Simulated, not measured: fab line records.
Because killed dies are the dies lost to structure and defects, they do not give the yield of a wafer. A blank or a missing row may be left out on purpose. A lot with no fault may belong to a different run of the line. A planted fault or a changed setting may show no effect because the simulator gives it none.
fab line records | flow sky130
record: lots: 24 wafers: 72 last-day: 50
route steps=708 shown NWELL@34 LOCAL_INTERCONNECT@399 METAL1@435 VIA1@461
lots with no fault: from the same line, run without faults
start-h: start of the lot's first displayed wafer, in hours after the record's first day | wait-h: hours elapsed since this lot's preceding step | " as in the row above | L1.1+2: one row covering several wafers at once | - no value, or no start given | * or withheld: withheld | < > ~ a bound
route shown NAME@n: names a module that has steps shown in the file, with the first one's number in the route | usual: mean/standard deviation of fault-free wafers | same: alike in all rows | chamber/n: place in a boat | sites: each site's reading | _std_site: their standard deviation | _edge_site: outer sites' mean less inner sites' | radius-mm: for every site, how far away it sits from the centre of the wafer | mask NAME#n: copy n | behind: the most recent tool/chamber to have shaped the wafer | hold: reason for holding the lot/hours on hold/outcome of the hold | device: transistor that didn't switch, given as n, p or np | end of line: tests run on the same wafers once the route is complete | for a step that has no rows: nothing shown but its recipe | killed: the dies lost at the first sort to structure and to defects; this is not the yield of the wafer | map: dies across one wafer; x = killed, . = not, _ = none there
set.NAME: the run value of the setting; set.NAME@STEP: its run value at that earlier step | model.NAME: the simulator's own value behind a step, which no gauge read
the route's steps for a sample of lots (tables are steps, rows are wafers)
services: from which hour (start-h, from the record's first day; less than 0 if before it) a tool's chamber was out of use, for how many hours, and why
== steps ==
step: SKY_NWELL_THK_MEAS_02
recipe: reads: SiO2_of_NWELL_OXIDATION_01
usual: NWELL_OXIDATION_THK: 9.91/0.21
columns lot.wafer tool chamber start-h wait-h NWELL_OXIDATION_THK[nm]
L074.1 film-metro-02 - 41.77 0.0 9.70
L074.2 " - " " 9.67
L074.4 " - " " 9.81
L075.2 film-metro-04 - 41.78 0.0 10.22
L075.3 " - " " 10.37
L075.4 " - " " 10.27
L076.1 film-metro-04 - 50.30 0.0 10.19
L076.2 " - " " 10.12
L076.6 " - " " 10.11
L077.1 film-metro-02 - 67.13 0.0 10.14
L077.3 " - " " 10.23
L077.6 " - " " 10.14
L078.1 film-metro-02 - 72.64 0.0 9.75
L078.5 " - " " 9.96
L078.6 " - " " 9.96
L079.3 film-metro-02 - 72.72 0.1 9.82
L079.5 " - " " 10.09
L079.6 " - " " 10.00
L081.2 film-metro-01 - 81.13 0.0 9.69
L081.4 " - " " 9.56
L081.6 " - " " 9.68
L080.4 film-metro-02 - 81.15 0.0 9.95
L080.5 " - " " 9.65
L080.6 " - " " 9.64
L082.4 film-metro-01 - 91.56 0.0 9.87
L082.5 " - " " 9.65
L082.6 " - " " 9.67
L083.1 film-metro-02 - 95.77 0.0 9.76
L083.2 " - " " 9.56
L083.5 " - " " 9.50
L084.1 film-metro-01 - 96.48 0.0 9.76
L084.4 " - " " 9.88
L084.6 " - " " 10.11
L085.3 film-metro-02 - 96.50 0.0 9.98
L085.4 " - " " 9.93
L085.6 " - " " 9.97
L086.3 film-metro-04 - 100.35 0.0 10.01
L086.5 " - " " 9.95
L086.6 " - " " 9.98
L088.1 film-metro-01 - 116.21 0.0 9.94
L088.2 " - " " 10.08
L088.4 " - " " 9.83
L087.2 film-metro-02 - 116.22 0.0 9.80
L087.3 " - " " 9.74
L087.6 " - " " 9.71
L089.1 film-metro-01 - 122.39 0.0 10.14
L089.2 " - " " 10.20
L089.5 " - " " 10.07
L090.2 film-metro-01 - 126.06 0.0 9.84
L090.4 " - " " 9.85
L090.5 " - " " 9.83
L091.1 film-metro-01 - 127.71 0.0 10.07
L091.4 " - " " 10.00
L091.5 " - " " 10.11
L092.1 film-metro-04 - 131.80 0.0 9.87
L092.3 " - " " 9.96
L092.4 " - " " 9.79
L093.1 film-metro-04 - 137.70 0.0 9.82
L093.2 " - " " 9.88
L093.6 " - " " 9.97
L094.1 film-metro-04 - 141.91 0.0 9.75
L094.5 " - " " 9.72
L094.6 " - " " 9.71
L095.1 film-metro-02 - 148.03 0.0 9.82
L095.3 " - " " 9.84
L095.6 " - " " 9.74
L096.1 film-metro-01 - 152.71 0.0 10.08
L096.5 " - " " 10.35
L096.6 " - " " 10.22
L097.2 film-metro-04 - 156.38 0.0 9.93
L097.5 " - " " 10.13
L097.6 " - " " 10.09
step: SKY_LOCAL_INTERCONNECT_OVL_MEAS_12
usual: LOCAL_INTERCONNECT_OVL: -1/6.3
columns lot.wafer tool chamber start-h wait-h LOCAL_INTERCONNECT_OVL[nm]
L074.1 overlay-02 - 708.06 0.1 8
L074.2 " - " " -3
L074.4 " - " " -2
L075.2 overlay-02 - 712.01 0.1 9
L075.3 " - " " -3
L075.4 " - " " 1
L076.1 overlay-01 - 724.86 0.1 0
L076.2 " - " " -9
L076.6 " - " " -4
L077.1 overlay-02 - 749.62 0.1 -3
L077.3 " - " " -11
L077.6 " - " " -9
L078.1 overlay-02 - 758.32 0.1 13
L078.5 " - " " 15
L078.6 " - " " 6
L079.3 overlay-02 - 768.26 0.1 -3
L079.5 " - " " 6
L079.6 " - " " 2
L081.2 overlay-01 - 776.32 0.1 5
L081.4 " - " " 5
L081.6 " - " " -1
L080.4 overlay-02 - 777.77 0.1 -3
L080.5 " - " " -7
L080.6 " - " " 2
L082.4 overlay-02 - 792.83 0.1 -4
L082.5 " - " " 1
L082.6 " - " " -2
L084.1 overlay-02 - 797.17 0.1 -5
L084.4 " - " " 4
L084.6 " - " " 0
L083.1 overlay-01 - 801.75 0.1 1
L083.2 " - " " 0
L083.5 " - " " 1
L085.3 overlay-01 - 804.21 0.1 -10
L085.4 " - " " -7
L085.6 " - " " -3
L086.3 overlay-01 - 809.88 0.1 9
L086.5 " - " " 5
L086.6 " - " " 0
L087.2 overlay-01 - 829.31 0.1 -5
L087.3 " - " " -6
L087.6 " - " " -12
L088.1 overlay-02 - 831.91 0.1 9
L088.2 " - " " 7
L088.4 " - " " 7
L089.1 overlay-02 - 837.16 0.1 3
L089.2 " - " " -1
L089.5 " - " " -2
L090.2 overlay-01 - 841.21 0.1 -4
L090.4 " - " " 0
L090.5 " - " " 3
L091.1 overlay-02 - 842.70 0.1 -11
L091.4 " - " " -15
L091.5 " - " " -11
L092.1 overlay-02 - 846.62 0.1 -3
L092.3 " - " " 3
L092.4 " - " " 13
L093.1 overlay-01 - 859.15 0.1 0
L093.2 " - " " -1
L093.6 " - " " 0
L094.1 overlay-02 - 865.51 0.1 -3
L094.5 " - " " -2
L094.6 " - " " -4
L095.1 overlay-01 - 879.12 0.1 -8
L095.3 " - " " -4
L095.6 " - " " -5
L096.1 overlay-01 - 879.47 0.1 -10
L096.5 " - " " -10
L096.6 " - " " -13
L097.2 overlay-01 - 881.42 0.1 -3
L097.5 " - " " 2
L097.6 " - " " 7
step: SKY_METAL1_SPUTTER_01
recipe: material: TiN target-thk-nm: 20 power-w: 6500 time-s: 16.7 chamber-pressure-pa: 0.4
usual: throttle-valve-pct: 30.5/0.65
columns lot.wafer tool chamber start-h wait-h throttle-valve-pct
L074.1 pvd-sputter-01 - 738.73 0.0 30.6
L074.2 " - " " 30.0
L074.4 " - " " 30.2
L075.2 pvd-sputter-03 - 742.78 0.0 31.2
L075.3 " - " " 30.8
L075.4 " - " " 31.4
L076.1 pvd-sputter-03 - 755.84 0.0 30.0
L076.2 " - " " 31.3
L076.6 " - " " 31.0
L077.1 pvd-sputter-01 - 780.42 0.0 30.3
L077.3 " - " " 30.0
L077.6 " - " " 30.4
L078.1 pvd-sputter-03 - 788.51 0.0 31.4
L078.5 " - " " 31.4
L078.6 " - " " 30.9
L079.3 pvd-sputter-01 - 797.14 0.0 30.4
L079.5 " - " " 29.8
L079.6 " - " " 29.8
L081.2 pvd-sputter-01 - 806.15 0.0 30.0
L081.4 " - " " 30.6
L081.6 " - " " 30.4
L080.4 pvd-sputter-02 - 807.12 0.0 30.2
L080.5 " - " " 29.9
L080.6 " - " " 30.6
L082.4 pvd-sputter-01 - 822.21 0.0 30.6
L082.5 " - " " 30.3
L082.6 " - " " 29.8
L084.1 pvd-sputter-03 - 825.65 0.0 30.7
L084.4 " - " " 30.8
L084.6 " - " " 29.7
L083.1 pvd-sputter-03 - 828.81 0.0 31.0
L083.2 " - " " 31.1
L083.5 " - " " 30.0
L085.3 pvd-sputter-03 - 832.64 0.0 31.4
L085.4 " - " " 30.7
L085.6 " - " " 29.7
L086.3 pvd-sputter-01 - 838.73 0.0 30.6
L086.5 " - " " 30.5
L086.6 " - " " 30.4
L087.2 pvd-sputter-02 - 858.83 0.0 29.9
L087.3 " - " " 28.6
L087.6 " - " " 31.2
L088.1 pvd-sputter-02 - 860.47 0.0 31.0
L088.2 " - " " 30.7
L088.4 " - " " 28.9
L089.1 pvd-sputter-01 - 865.47 0.0 30.3
L089.2 " - " " 30.6
L089.5 " - " " 30.2
L090.2 pvd-sputter-01 - 870.42 0.0 30.4
L090.4 " - " " 30.0
L090.5 " - " " 30.8
L091.1 pvd-sputter-03 - 871.57 0.0 31.3
L091.4 " - " " 30.7
L091.5 " - " " 31.2
L092.1 pvd-sputter-03 - 875.59 0.0 30.7
L092.3 " - " " 31.4
L092.4 " - " " 31.4
L093.1 pvd-sputter-02 - 888.26 0.0 28.7
L093.2 " - " " 30.5
L093.6 " - " " 30.4
L094.1 pvd-sputter-02 - 894.59 0.0 29.8
L094.5 " - " " 30.2
L094.6 " - " " 31.4
L095.1 pvd-sputter-01 - 908.04 0.0 30.4
L095.3 " - " " 30.1
L095.6 " - " " 29.6
L096.1 pvd-sputter-03 - 908.34 0.0 31.1
L096.5 " - " " 31.6
L096.6 " - " " 29.9
L097.2 pvd-sputter-03 - 910.29 0.0 29.5
L097.5 " - " " 31.2
L097.6 " - " " 31.4
step: SKY_METAL1_RS_MEAS_05
recipe: thk-meas-gauge: four-point-probe reads: TiN_of_METAL1_SPUTTER_04+Ti_of_METAL1_SPUTTER_03+AlCu_of_METAL1_SPUTTER_02+TiN_of_METAL1_SPUTTER_01+Ti_of_METAL1_SPUTTER_00
usual: METAL1_ALCU_RS: 0.1262/0.0012
columns lot.wafer tool chamber start-h wait-h METAL1_ALCU_RS[ohm/sq]
L074.1 film-metro-01 - 738.85 0.0 0.1262
L074.2 " - " " 0.1270
L074.4 " - " " 0.1268
L075.2 film-metro-01 - 742.92 0.0 0.1286
L075.3 " - " " 0.1287
L075.4 " - " " 0.1274
L076.1 film-metro-02 - 755.96 0.0 0.1258
L076.2 " - " " 0.1267
L076.6 " - " " 0.1256
L077.1 film-metro-04 - 780.54 0.0 0.1259
L077.3 " - " " 0.1269
L077.6 " - " " 0.1259
L078.1 film-metro-01 - 788.63 0.0 0.1268
L078.5 " - " " 0.1245
L078.6 " - " " 0.1259
L079.3 film-metro-01 - 797.30 0.1 0.1275
L079.5 " - " " 0.1271
L079.6 " - " " 0.1267
L081.2 film-metro-04 - 806.29 0.0 0.1268
L081.4 " - " " 0.1265
L081.6 " - " " 0.1266
L080.4 film-metro-04 - 807.29 0.1 0.1264
L080.5 " - " " 0.1263
L080.6 " - " " 0.1261
L082.4 film-metro-01 - 822.39 0.1 0.1256
L082.5 " - " " 0.1241
L082.6 " - " " 0.1242
L084.1 film-metro-02 - 825.77 0.0 0.1250
L084.4 " - " " 0.1266
L084.6 " - " " 0.1243
L083.1 film-metro-01 - 828.93 0.0 0.1268
L083.2 " - " " 0.1267
L083.5 " - " " 0.1259
L085.3 film-metro-02 - 832.79 0.1 0.1265
L085.4 " - " " 0.1253
L085.6 " - " " 0.1258
L086.3 film-metro-04 - 838.89 0.1 0.1245
L086.5 " - " " 0.1267
L086.6 " - " " 0.1260
L087.2 film-metro-04 - 858.97 0.0 0.1249
L087.3 " - " " 0.1264
L087.6 " - " " 0.1261
L088.1 film-metro-04 - 860.59 0.0 0.1261
L088.2 " - " " 0.1248
L088.4 " - " " 0.1262
L089.1 film-metro-01 - 865.59 0.0 0.1273
L089.2 " - " " 0.1260
L089.5 " - " " 0.1272
L090.2 film-metro-01 - 870.56 0.0 0.1255
L090.4 " - " " 0.1259
L090.5 " - " " 0.1242
L091.1 film-metro-02 - 871.70 0.0 0.1259
L091.4 " - " " 0.1264
L091.5 " - " " 0.1277
L092.1 film-metro-01 - 875.70 0.0 0.1270
L092.3 " - " " 0.1268
L092.4 " - " " 0.1284
L093.1 film-metro-01 - 888.38 0.0 0.1256
L093.2 " - " " 0.1249
L093.6 " - " " 0.1256
L094.1 film-metro-01 - 894.71 0.0 0.1266
L094.5 " - " " 0.1259
L094.6 " - " " 0.1262
L095.1 film-metro-04 - 908.15 0.0 0.1265
L095.3 " - " " 0.1265
L095.6 " - " " 0.1278
L096.1 film-metro-01 - 908.45 0.0 0.1289
L096.5 " - " " 0.1273
L096.6 " - " " 0.1276
L097.2 film-metro-02 - 910.43 0.0 0.1258
L097.5 " - " " 0.1244
L097.6 " - " " 0.1251
step: SKY_VIA1_BOW_MEAS_03
recipe: mode: bow
usual: VIA1_BOW: 80/6.8
columns lot.wafer tool chamber start-h wait-h VIA1_BOW[um]
L074.1 film-metro-02 - 767.70 0.2 81
L074.2 " - " " 81
L074.4 " - " " 66
L075.2 film-metro-03 - 772.61 0.2 81
L075.3 " - " " 91
L075.4 " - " " 77
L076.1 film-metro-03 - 783.62 0.2 78
L076.2 " - " " 72
L076.6 " - " " 74
L077.1 film-metro-03 - 808.70 0.1 78
L077.3 " - " " 76
L077.6 " - " " 72
L078.1 film-metro-03 - 816.35 0.1 87
L078.5 " - " " 83
L078.6 " - " " 88
L079.3 film-metro-03 - 825.38 0.2 69
L079.5 " - " " 85
L079.6 " - " " 79
L081.2 film-metro-03 - 832.93 0.1 69
L081.4 " - " " 82
L081.6 " - " " 69
L080.4 film-metro-02 - 834.74 0.4 79
L080.5 " - " " 86
L080.6 " - " " 76
L082.4 film-metro-04 - 850.61 0.2 84
L082.5 " - " " 85
L082.6 " - " " 88
L084.1 film-metro-04 - 853.70 0.1 76
L084.4 " - " " 81
L084.6 " - " " 71
L083.1 film-metro-02 - 856.80 0.2 77
L083.2 " - " " 81
L083.5 " - " " 78
L085.3 film-metro-02 - 860.31 0.1 75
L085.4 " - " " 72
L085.6 " - " " 78
L086.3 film-metro-04 - 865.84 0.1 81
L086.5 " - " " 89
L086.6 " - " " 85
L087.2 film-metro-03 - 886.34 0.3 83
L087.3 " - " " 78
L087.6 " - " " 86
L088.1 film-metro-04 - 888.13 0.1 95
L088.2 " - " " 83
L088.4 " - " " 82
L089.1 film-metro-04 - 892.90 0.1 78
L089.2 " - " " 70
L089.5 " - " " 87
L090.2 film-metro-02 - 897.98 0.2 85
L090.4 " - " " 87
L090.5 " - " " 82
L091.1 film-metro-04 - 899.10 0.1 74
L091.4 " - " " 82
L091.5 " - " " 82
L092.1 film-metro-03 - 902.77 0.2 94
L092.3 " - " " 80
L092.4 " - " " 92
L093.1 film-metro-04 - 915.68 0.1 73
L093.2 " - " " 69
L093.6 " - " " 83
L094.1 film-metro-04 - 921.55 0.1 76
L094.5 " - " " 64
L094.6 " - " " 87
L095.1 film-metro-04 - 934.45 0.1 81
L095.3 " - " " 90
L095.6 " - " " 78
L096.1 film-metro-04 - 935.28 0.1 75
L096.5 " - " " 85
L096.6 " - " " 77
L097.2 film-metro-02 - 936.71 0.2 69
L097.5 " - " " 93
L097.6 " - " " 81
step: SKY_VIA1_STRIP_16
recipe: chemistry: O2/N2 power-w: 1400 pressure-mtorr: 1500 platen-temp-c: withheld o2-flow-sccm: 3000 n2-flow-sccm: 300 overash-fraction: 0.5
usual: drypump-motor-current-A: 5.78/0.15 oes-product-au: 0.416/0.0047 strip-time-to-endpoint-s: 4.463/0.022
columns lot.wafer tool chamber start-h wait-h drypump-motor-current-A oes-product-au rf-hours-counter-h strip-time-to-endpoint-s
L074.1 plasma-asher-03 1 794.38 0.0 5.57 0.416 65 4.467
L074.2 " 0 " " 6.04 0.418 65 4.420
L074.4 " 1 " " 5.55 0.424 - 4.506
L075.2 plasma-asher-01 0 799.53 0.0 5.83 0.422 5 4.496
L075.3 " 1 " " 5.76 0.420 - 4.473
L075.4 " 0 " " 5.83 0.414 - 4.431
L076.1 plasma-asher-03 1 810.33 0.0 5.55 0.419 66 4.481
L076.2 " 0 " " 6.04 0.415 66 4.498
L076.6 " 1 " " 5.58 0.421 - 4.476
L077.1 plasma-asher-03 0 835.48 0.0 6.04 0.419 68 4.497
L077.3 " 1 " " 5.59 0.421 - 4.453
L077.6 " 0 " " 6.07 0.409 - 4.453
L078.1 plasma-asher-03 1 842.20 0.0 5.55 0.416 69 4.452
L078.5 " 1 " " 5.57 0.419 - 4.466
L078.6 " 0 " " 6.01 0.423 - 4.474
L079.3 plasma-asher-04 1 851.91 0.1 5.80 0.422 - 4.490
L079.5 " 0 " " 5.73 0.412 - 4.462
L079.6 " 1 " " 5.81 0.410 - 4.454
L081.2 plasma-asher-03 1 858.93 0.0 5.55 0.422 71 4.492
L081.4 " 1 " " 5.54 0.413 - 4.489
L081.6 " 1 " " 5.55 0.416 - 4.481
L080.4 plasma-asher-04 1 860.64 0.0 5.82 0.421 - 4.443
L080.5 " 0 " " 5.71 0.419 - 4.466
L080.6 " 1 " " 5.80 0.416 - 4.468
L082.4 plasma-asher-01 1 877.22 0.1 5.79 0.418 - 4.472
L082.5 " 0 " " 5.83 0.406 - 4.464
L082.6 " 1 " " 5.77 0.420 - 4.476
L084.1 plasma-asher-01 0 880.00 0.0 5.86 0.413 13 4.486
L084.4 " 0 " " 5.85 0.416 - 4.448
L084.6 " 0 " " 5.84 0.413 - 4.440
L083.1 plasma-asher-03 0 882.65 0.0 6.04 0.418 73 4.467
L083.2 " 1 " " 5.57 0.411 73 4.458
L083.5 " 1 " " 5.58 0.415 - 4.448
L085.3 plasma-asher-03 1 886.61 0.1 5.57 0.406 - 4.420
L085.4 " 0 " " 6.02 0.414 - 4.454
L085.6 " 1 " " 5.55 0.416 - 4.453
L086.3 plasma-asher-01 1 892.41 0.1 5.78 0.417 - 4.476
L086.5 " 1 " " 5.77 0.425 - 4.514
L086.6 " 0 " " 5.84 0.420 - 4.476
L087.2 plasma-asher-04 0 912.25 0.0 5.69 0.411 47 4.438
L087.3 " 0 " " 5.67 0.406 - 4.460
L087.6 " 1 " " 5.81 0.409 - 4.458
L088.1 plasma-asher-04 0 913.74 0.0 5.67 0.416 48 4.462
L088.2 " 1 " " 5.78 0.421 48 4.498
L088.4 " 1 " " 5.79 0.415 - 4.460
L089.1 plasma-asher-04 0 918.60 0.0 5.70 0.414 48 4.460
L089.2 " 1 " " 5.77 0.417 48 4.463
L089.5 " 0 " " 5.71 0.412 - 4.466
L090.2 plasma-asher-03 0 923.23 0.0 6.07 0.420 77 4.482
L090.4 " 0 " " 6.08 0.422 - 4.472
L090.5 " 1 " " 5.58 0.422 - 4.473
L091.1 plasma-asher-03 0 924.84 0.0 6.03 0.421 77 4.487
L091.4 " 0 " " 6.05 0.413 - 4.494
L091.5 " 0 " " 6.04 0.417 - 4.436
L092.1 plasma-asher-01 0 927.08 0.0 5.84 0.417 18 4.457
L092.3 " 0 " " 5.85 0.413 - 4.430
L092.4 " 1 " " 5.77 0.408 - 4.399
L093.1 plasma-asher-04 1 940.25 0.0 5.80 0.419 50 4.444
L093.2 " 0 " " 5.70 0.416 50 4.422
L093.6 " 1 " " 5.82 0.417 - 4.438
L094.1 plasma-asher-01 0 946.59 0.0 5.84 0.409 20 4.467
L094.5 " 1 " " 5.79 0.410 - 4.461
L094.6 " 0 " " 5.82 0.404 - 4.430
L095.1 plasma-asher-04 0 958.38 0.0 5.65 0.417 52 4.480
L095.3 " 1 " " 5.79 0.415 - 4.459
L095.6 " 0 " " 5.69 0.413 - 4.467
L096.1 plasma-asher-04 0 959.93 0.0 5.67 0.415 53 4.480
L096.5 " 1 " " 5.77 0.428 - 4.466
L096.6 " 0 " " 5.71 0.419 - 4.471
L097.2 plasma-asher-01 1 960.99 0.0 5.78 0.419 21 4.482
L097.5 " 0 " " 5.82 0.412 - 4.482
L097.6 " 1 " " 5.77 0.411 - 4.483
== services ==
columns tool chamber start-h hours kind
plasma-asher-01 - 716.09 1.6 repair
plasma-asher-01 - 733.75 9.0 pm
plasma-asher-01 0 733.75 9.0 vent-cycle
plasma-asher-01 1 733.75 9.0 vent-cycle
plasma-asher-01 - 740.57 1.8 repair
plasma-asher-01 0 742.75 - clean
pvd-sputter-03 - 781.45 1.9 repair
plasma-asher-03 - 799.71 1.4 repair
pvd-sputter-03 - 808.71 5.2 repair
pvd-sputter-03 0 814.45 - consumable-replace:kit
pvd-sputter-03 0 814.45 18.0 scheduled-down
pvd-sputter-03 0 814.45 18.0 vent-cycle
plasma-asher-01 - 829.12 1.9 repair
pvd-sputter-03 - 841.87 4.8 repair
plasma-asher-03 - 845.24 0.6 repair
plasma-asher-01 - 855.66 4.5 repair
pvd-sputter-01 3 860.29 - consumable-replace:kit
pvd-sputter-01 3 860.29 18.0 scheduled-down
pvd-sputter-01 3 860.29 18.0 vent-cycle
plasma-asher-01 - 888.58 2.8 pm
pvd-sputter-01 - 895.84 12.0 repair
pvd-sputter-01 - 942.08 3.2 repair
plasma-asher-03 - 955.74 1.0 repair
plasma-asher-03 - 958.38 2.8 pm
== key ==
fault none
